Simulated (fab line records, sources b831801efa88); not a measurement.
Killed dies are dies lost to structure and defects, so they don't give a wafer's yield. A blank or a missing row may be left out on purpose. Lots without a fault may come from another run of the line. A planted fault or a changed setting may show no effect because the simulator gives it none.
Which tool did it? | flow sfq_line | 7 lots, 21 wafers sampled, at 2 steps of a route of 325

WHAT THE GAUGES READ, wafer by wafer
SFQ_L0_RS_MEAS_901: measures by four-point-probe.
lot  | measured    | on            | L0_MONX_KI_RS (ohm/sq)
L116 | day 1 17:34 | film_metro-02 | 43.8 43.0 43.5
L119 | day 2 08:34 | film_metro-02 | 43.4 43.3 43.1
L121 | day 2 18:34 | film_metro-03 | 43.5 43.4 43.1
L123 | day 3 04:35 | film_metro-02 | 43.4 43.4 43.6
L126 | day 3 19:34 | film_metro-02 | 43.8 43.3 43.1
L131 | day 4 20:34 | film_metro-01 | 43.8 44.2 40.4
L137 | day 6 02:34 | film_metro-03 | 42.8 39.4 43.1

WHICH TOOL RAN EACH LOT (tool, then ch and the chambers of the sampled wafers, then the start)
lot  | SFQ_TRILAYER_L0_DEP_SPUTTER_003
L116 | pvd_sputter-03, day 1 17:29
L119 | pvd_sputter-03, day 2 08:29
L121 | pvd_sputter-03, day 2 18:29
L123 | pvd_sputter-06, day 3 04:29
L126 | pvd_sputter-05, day 3 19:29
L131 | pvd_sputter-05, day 4 20:29
L137 | pvd_sputter-05, day 6 02:29
- SFQ_TRILAYER_L0_DEP_SPUTTER_003: material MoNx KI, target thk 40 nm, time 100 s.

THE ANSWER, worked out from the rows above alone
Rule: what is usual is taken from the lots themselves. Put in order of their means at a reading, lots are off if they are a third of the lots or fewer, leave a main group of 4 or more, and stand apart from it by a gap of 3 or more times the standard deviation of the main group's means; of several such gaps the widest counts. A main group whose means are all the same, to the digits that the tables above print for the reading, isn't used. A lot without any number at a reading at which 4 lots or more have one is off too. The other lots that the step has rows for count as sound.
Off: L131, L137, at SFQ_L0_RS_MEAS_901 (L0_MONX_KI_RS). The main group: mean 43.4 ohm/sq, standard deviation 0.072.
A tool fits if, at a process step before that reading, it ran every lot that is off, and no sound lot after the first of them. The gauges at SFQ_L0_RS_MEAS_901 are tried like those tools. One fits: pvd_sputter-05 at SFQ_TRILAYER_L0_DEP_SPUTTER_003. Its last sound lot is L126 (day 3 19:29), its first lot that is off L131 (day 4 20:29): a fault that began between those two fits.

WHAT THE SIMULATOR HAD PUT IN
Process parameter drift: pvd_sputter-05, from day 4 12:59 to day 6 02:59, at SFQ_TRILAYER_L0_DEP_SPUTTER_003. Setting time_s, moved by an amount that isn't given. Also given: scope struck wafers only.
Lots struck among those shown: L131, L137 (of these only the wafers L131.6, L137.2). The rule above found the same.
